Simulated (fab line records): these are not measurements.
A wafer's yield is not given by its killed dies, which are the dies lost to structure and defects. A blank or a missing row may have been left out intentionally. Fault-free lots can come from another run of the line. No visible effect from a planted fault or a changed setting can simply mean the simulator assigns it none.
Comparing a struck lot with a sound one -- flow sfq_line -- 14 out of 325 route steps
Sound: wafers L347.2, L347.5, L347.6. Struck: wafers L351.1, L351.2, L351.4. The cause is named last.
For every step that has rows: the tool of each side, followed by ch and its chambers, followed by its first start. Under that, the readings that differ: sound wafers -- struck wafers -- difference of the means -- sigmas: that difference in standard deviations of wafers without a fault.
alike: readings with means less than 2 such deviations apart, plus words and numbers identical on both sides. not compared: withheld readings, readings lacking a value on some wafer, bounds such as >300 that could conceal the same value, and numbers that have no deviation in the record and whose values overlap.
Wherever a step has rows on one side only, a row that says differs or no value, or a row with sigmas, the two part there. Numbers that have no deviation but don't overlap get no sigmas and don't part them. A reading that every wafer of one side lacks parts them only if that side has two wafers or more.

first, 2 steps without rows for these wafers: SFQ_TRILAYER_I6_VIA_STRIP_SOLV_CLEAN_174 (cleans in NMP, time 600 s); SFQ_TRILAYER_M7_DEP_PRE_CLEAN_176 (time 22.5 s).
SFQ_TRILAYER_M7_DEP_SPUTTER_175: material Nb, target thk 200 nm, time 133.3 s.
  struck on pvd_sputter-04, day 79 05:17; sound on pvd_sputter-04, day 78 18:29
  alike: throttle_valve_pct
SFQ_M7_RS_MEAS_943: uses a four-point probe to measure.
  struck on film_metro-02, day 79 05:23; sound on film_metro-01, day 78 18:36
  alike: M7_NB_RS
then, 6 steps without rows for these wafers: SFQ_TRILAYER_M7_LITHO_COAT_182 (resist thk 62 nm); SFQ_TRILAYER_M7_LITHO_COAT_177 (resist thk 600 nm); SFQ_TRILAYER_M7_LITHO_SOFTBAKE_181; SFQ_TRILAYER_M7_LITHO_EXPOSE_178 (exposes mask M7, target cd 500 nm); SFQ_TRILAYER_M7_LITHO_PEB_180 (peb time 60 s); SFQ_TRILAYER_M7_LITHO_DEVELOP_179 (time 60 s).
SFQ_M7_OVL_MEAS_945:
  struck on overlay-02, day 79 09:01; sound on overlay-01, day 78 21:01
  alike: M7_OVL
SFQ_TRILAYER_M7_BARC_OPEN_METAL_ETCH_229: etches BARC in O2, target depth 125 nm, time 41.7 s.
  sound on rie_metal-01 ch 0,1, day 78 21:02; struck on rie_metal-01 ch 0,1, day 79 09:02
reading,sound,struck,difference,sigmas
rf_fwd_power_W (W),596 597 594,690 694 690,+96,+29
model.KrF_of_TRILAYER_M7_LITHO_COAT_177.thk_nm (nm),520.8 522.5 521,514.7 517.5 516.2,-5.3,
  alike: drypump_motor_current_A, oes_product_au
  not compared: rf_hours_counter_h
SFQ_TRILAYER_M7_ETCH_METAL_ETCH_180: etches Nb in Cl2/Ar, stops on SiO2, target depth 240 nm, time 120 s.
  sound on rie_metal-01 ch 0,1, day 78 21:06; struck on rie_metal-01 ch 0,1, day 79 09:06
reading,sound,struck,difference,sigmas
model.KrF_of_TRILAYER_M7_LITHO_COAT_177.thk_nm (nm),379.2 382.3 379.8,374.1 376.7 375,-5.2,
  alike: drypump_motor_current_A, oes_product_au, rf_fwd_power_W
  not compared: rf_hours_counter_h
SFQ_TRILAYER_M7_STRIP_STRIP_181: strips in O2.
  sound on rie_metal-01 ch 0,1, day 78 21:14; struck on rie_metal-01 ch 0,1, day 79 09:14
  alike: drypump_motor_current_A, oes_product_au
  not compared: rf_hours_counter_h

WHERE THEY PART
Within this record, at SFQ_TRILAYER_M7_BARC_OPEN_METAL_ETCH_229 only. Later steps at which nothing parts them and some readings are alike: SFQ_TRILAYER_M7_ETCH_METAL_ETCH_180, SFQ_TRILAYER_M7_STRIP_STRIP_181.

WHY: the cause the simulator had injected
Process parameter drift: rie_metal-01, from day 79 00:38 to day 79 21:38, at SFQ_TRILAYER_M7_BARC_OPEN_METAL_ETCH_229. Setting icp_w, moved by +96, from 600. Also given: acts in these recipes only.
